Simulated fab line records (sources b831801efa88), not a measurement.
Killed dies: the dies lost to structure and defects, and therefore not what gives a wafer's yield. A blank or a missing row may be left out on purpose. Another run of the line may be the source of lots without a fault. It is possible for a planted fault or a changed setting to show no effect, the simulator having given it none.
Which tool was responsible? | flow sky130 | 39 wafers from 13 lots sampled at 7 of the route's 708 steps

WHAT THE GAUGES SHOWED, per wafer
SKY_VT_ADJUST_HVTP_CD_MEAS_07 targets a cd of 380 nm.
lot  | measured     | on       | cdNm (nm)
L328 | day 6 02:26  | cdSem-02 | 382.1 379.4 379.4
L329 | day 6 10:35  | cdSem-01 | 381.5 383.4 381.2
L330 | day 6 18:10  | cdSem-02 | 379.0 380.0 382.5
L332 | day 7 02:40  | cdSem-02 | - - -
L335 | day 8 02:29  | cdSem-02 | 380.7 383.1 383.1
L340 | day 9 05:13  | cdSem-01 | 379.1 377.5 379.3
L342 | day 9 17:03  | cdSem-02 | 377.1 377.3 375.1
L344 | day 10 07:19 | cdSem-02 | 379.0 381.0 379.7
L345 | day 10 13:17 | cdSem-02 | 379.8 378.8 382.0
L347 | day 11 02:22 | cdSem-01 | 376.3 376.9 377.9
L348 | day 11 05:47 | cdSem-02 | 383.7 383.5 383.2
L349 | day 11 17:37 | cdSem-01 | 379.9 379.4 379.4
L350 | day 12 04:07 | cdSem-01 | 376.2 375.7 377.8

SKY_VT_ADJUST_HVTP_TW_MEAS_11.
lot  | measured     | on           | VT_ADJUST_HVTP_TW
L328 | day 6 02:49  | filmMetro-01 | 1373 1365 1373
L329 | day 6 10:58  | filmMetro-02 | 1362 1358 1364
L330 | day 6 18:34  | filmMetro-03 | 1342 1346 1348
L332 | day 7 03:04  | filmMetro-02 | 30 30 30
L335 | day 8 02:52  | filmMetro-02 | 1368 1368 1371
L340 | day 9 05:37  | filmMetro-01 | 1362 1365 1357
L342 | day 9 17:26  | filmMetro-02 | 1374 1369 1369
L344 | day 10 07:43 | filmMetro-03 | 1347 1350 1346
L345 | day 10 13:41 | filmMetro-01 | 1370 1372 1380
L347 | day 11 02:46 | filmMetro-03 | 1342 1343 1342
L348 | day 11 06:10 | filmMetro-02 | 1366 1366 1356
L349 | day 11 17:59 | filmMetro-02 | 1362 1364 1359
L350 | day 12 04:31 | filmMetro-02 | 1363 1358 1361

SKY_VT_ADJUST_LVTN_TW_MEAS_21.
lot  | measured     | on           | VT_ADJUST_LVTN_2_TW
L328 | day 7 17:11  | filmMetro-01 | 190.5 189.0 190.0
L329 | day 8 02:37  | filmMetro-01 | 189.5 190.4 189.3
L330 | day 8 12:07  | filmMetro-04 | 189.2 189.5 189.9
L332 | day 8 19:29  | filmMetro-01 | 1363.8 1368.2 1366.5
L335 | day 9 21:19  | filmMetro-01 | 189.2 189.7 188.2
L340 | day 11 03:16 | filmMetro-04 | 188.5 188.8 189.0
L342 | day 11 16:34 | filmMetro-04 | 189.2 187.7 188.6
L344 | day 12 08:20 | filmMetro-04 | 189.3 190.2 188.3
L345 | day 12 14:17 | filmMetro-01 | 189.6 187.5 188.3
L347 | day 13 04:08 | filmMetro-01 | 189.8 188.1 188.6
L348 | day 13 07:21 | filmMetro-01 | 188.8 188.1 188.8
L349 | day 13 19:32 | filmMetro-01 | 189.8 189.3 189.5
L350 | day 14 07:41 | filmMetro-03 | 186.0 186.1 186.4

WHAT TOOL EACH LOT RAN ON (gives the tool, then ch and the chambers of the sampled wafers, and finally the start)
lot  | SKY_PWDE_STRIP_09                  | SKY_NWELL_RTA_28                | SKY_VT_ADJUST_HVTP_EXPOSE_04       | SKY_VT_ADJUST_HVTP_STRIP_10
L328 | plasmaAsher-01 ch 0,1, day 3 22:22 | rtpAnneal-02 ch 0, day 5 08:29  | ilineStepper-02 ch 0, day 5 17:38  | plasmaAsher-03 ch 0, day 6 02:43
L329 | plasmaAsher-02 ch 1, day 4 05:57   | rtpAnneal-02 ch 0, day 5 15:43  | ilineStepper-01 ch 0, day 6 01:34  | plasmaAsher-01 ch 0,1, day 6 10:52
L330 | plasmaAsher-04 ch 0,1, day 4 12:12 | rtpAnneal-02 ch 0, day 6 00:09  | ilineStepper-01 ch 0, day 6 09:10  | plasmaAsher-03 ch 0,1, day 6 18:28
L332 | plasmaAsher-01 ch 0,1, day 4 19:01 | rtpAnneal-01 ch 0, day 6 07:57  | ilineStepper-02 ch 0, day 6 17:11  | plasmaAsher-01 ch 0,1, day 7 02:58
L335 | plasmaAsher-02 ch 0,1, day 5 15:47 | rtpAnneal-02 ch 0, day 7 06:10  | ilineStepper-02 ch 0, day 7 17:02  | plasmaAsher-04 ch 0,1, day 8 02:46
L340 | plasmaAsher-01 ch 0,1, day 6 14:37 | rtpAnneal-02 ch 0, day 8 07:17  | ilineStepper-01 ch 0, day 8 18:50  | plasmaAsher-04 ch 0,1, day 9 05:31
L342 | plasmaAsher-01 ch 0,1, day 7 02:35 | rtpAnneal-01 ch 0, day 8 19:14  | ilineStepper-01 ch 0, day 9 06:26  | plasmaAsher-01 ch 0,1, day 9 17:20
L344 | plasmaAsher-02 ch 0,1, day 7 14:21 | rtpAnneal-01 ch 0, day 9 08:42  | ilineStepper-01 ch 0, day 9 19:55  | plasmaAsher-04 ch 0,1, day 10 07:37
L345 | plasmaAsher-02 ch 0,1, day 7 20:15 | rtpAnneal-02 ch 0, day 9 14:48  | ilineStepper-02 ch 0, day 10 02:12 | plasmaAsher-03 ch 0,1, day 10 13:34
L347 | plasmaAsher-01 ch 0,1, day 8 06:49 | rtpAnneal-01 ch 0, day 10 02:48 | ilineStepper-02 ch 0, day 10 14:46 | plasmaAsher-03 ch 0, day 11 02:40
L348 | plasmaAsher-02 ch 0,1, day 8 09:56 | rtpAnneal-02 ch 0, day 10 05:55 | ilineStepper-01 ch 0, day 10 18:12 | plasmaAsher-01 ch 0,1, day 11 06:04
L349 | plasmaAsher-01 ch 0,1, day 8 18:57 | rtpAnneal-01 ch 0, day 10 17:15 | ilineStepper-02 ch 0, day 11 05:38 | plasmaAsher-04 ch 0,1, day 11 17:54
L350 | plasmaAsher-01 ch 0,1, day 9 05:05 | rtpAnneal-02 ch 0, day 11 03:06 | ilineStepper-02 ch 0, day 11 15:43 | plasmaAsher-04 ch 0,1, day 12 04:25
- SKY_PWDE_STRIP_09: strips in O2/N2.
- SKY_NWELL_RTA_28: time 30 s.
- SKY_VT_ADJUST_HVTP_EXPOSE_04: exposes mask HVTPM, target cd 380 nm.
- SKY_VT_ADJUST_HVTP_STRIP_10: strips in O2/N2.

WHAT THE TOOLS THEMSELVES READ (means of the sampled wafers that have a number; where no wafer has one, the mark that the record gives instead)
SKY_PWDE_STRIP_09.
lot  | tool           | drypumpMotorCurrentA (A) | n2FlowSccm (sccm) | oesProductAu (a.u.) | stripTimeToEndpointS (s)
L328 | plasmaAsher-01 | 5.6                      | 299.2             | 0.722               | 36.91
L329 | plasmaAsher-02 | 5.0                      | 300.8             | 0.725               | 36.95
L330 | plasmaAsher-04 | 5.3                      | 300.3             | 0.723               | 36.92
L332 | plasmaAsher-01 | 5.7                      | 299.6             | 0.722               | 37.08
L335 | plasmaAsher-02 | 5.6                      | 299.7             | 0.721               | 37.05
L340 | plasmaAsher-01 | 5.6                      | 299.6             | 0.722               | 36.94
L342 | plasmaAsher-01 | 5.6                      | 299.5             | 0.719               | 37.04
L344 | plasmaAsher-02 | 5.3                      | 300.3             | 0.726               | 36.95
L345 | plasmaAsher-02 | 5.3                      | 299.9             | 0.720               | 36.92
L347 | plasmaAsher-01 | 5.7                      | 299.9             | 0.725               | 36.91
L348 | plasmaAsher-02 | 5.6                      | 300.2             | 0.722               | 37.01
L349 | plasmaAsher-01 | 5.7                      | 299.4             | 0.721               | 36.84
L350 | plasmaAsher-01 | 5.7                      | 300.6             | 0.718               | 37.02

SKY_NWELL_RTA_28.
lot  | tool         | lampPowerPct (%) | rampUpCPerS | wafer_temp_C_max
L328 | rtpAnneal-02 | 25.36            | 150.02      | 1055.4
L329 | rtpAnneal-02 | 25.27            | 150.01      | 1054.2
L330 | rtpAnneal-02 | 25.30            | 149.95      | 1055.5
L332 | rtpAnneal-01 | 25.35            | 149.98      | 1055.0
L335 | rtpAnneal-02 | 25.33            | 150.03      | 1054.7
L340 | rtpAnneal-02 | 25.31            | 150.00      | 1054.2
L342 | rtpAnneal-01 | 25.32            | 150.01      | 1055.0
L344 | rtpAnneal-01 | 25.30            | 149.99      | 1054.3
L345 | rtpAnneal-02 | 25.31            | 150.00      | 1055.1
L347 | rtpAnneal-01 | 25.36            | 149.99      | 1054.5
L348 | rtpAnneal-02 | 25.28            | 150.01      | 1054.1
L349 | rtpAnneal-01 | 25.33            | 149.99      | 1053.9
L350 | rtpAnneal-02 | 25.31            | 150.00      | 1055.3

SKY_VT_ADJUST_HVTP_STRIP_10.
lot  | tool           | drypumpMotorCurrentA (A) | n2FlowSccm (sccm) | oesProductAu (a.u.) | stripTimeToEndpointS (s)
L328 | plasmaAsher-03 | 4.9                      | 300.7             | 0.718               | 14.14
L329 | plasmaAsher-01 | 5.6                      | 300.2             | 0.708               | 14.14
L330 | plasmaAsher-03 | 5.4                      | 300.5             | 0.714               | 14.20
L332 | plasmaAsher-01 | 5.6                      | 300.1             | 0.715               | 14.20
L335 | plasmaAsher-04 | 5.3                      | 300.7             | 0.721               | 14.19
L340 | plasmaAsher-04 | 5.7                      | 300.8             | 0.715               | 14.21
L342 | plasmaAsher-01 | 5.6                      | 299.9             | 0.714               | 14.21
L344 | plasmaAsher-04 | 5.7                      | 299.6             | 0.719               | 14.17
L345 | plasmaAsher-03 | 5.4                      | 301.0             | 0.711               | 14.15
L347 | plasmaAsher-03 | 4.9                      | 301.2             | 0.713               | 14.20
L348 | plasmaAsher-01 | 5.7                      | 300.3             | 0.716               | 14.20
L349 | plasmaAsher-04 | 5.7                      | 299.8             | 0.717               | 14.19
L350 | plasmaAsher-04 | 5.8                      | 299.4             | 0.715               | 14.20

THE ANSWER, worked out from the rows above alone
Rule: what is usual is taken from the lots themselves. The widest of any qualifying gaps counts: lots, ordered by their means at a reading, are off when they make up no more than a third of the lots, leave a main group of 4 or more, and stand apart from it by 3 or more times the standard deviation of that group's means. A main group is skipped when, at the precision printed for the reading in the tables above, its means are all equal. Also off: a lot with no number at a reading for which 4 or more lots have one. All remaining lots with rows at the step are treated as sound. First the gauges in route order, then the tools' own readings, where a lot's mean is used as printed above. At the first step where some lot is off, the reading lying furthest off is the one used; lots without a number count as furthest.
Off at SKY_VT_ADJUST_HVTP_CD_MEAS_07 (cdNm): L332. Without a number there: L332. The main group: mean 379.8 nm, standard deviation 2.2.
A tool fits if, at a process step before that reading, it ran every lot that is off, and no sound lot after the first of them. The gauges at SKY_VT_ADJUST_HVTP_CD_MEAS_07 aren't tried: what is off there is off at SKY_VT_ADJUST_HVTP_TW_MEAS_11 too, on other tools, and a gauge's error can't cause that. Not one of the candidates tried fits.

WHAT THE SIMULATOR HAD PUT IN
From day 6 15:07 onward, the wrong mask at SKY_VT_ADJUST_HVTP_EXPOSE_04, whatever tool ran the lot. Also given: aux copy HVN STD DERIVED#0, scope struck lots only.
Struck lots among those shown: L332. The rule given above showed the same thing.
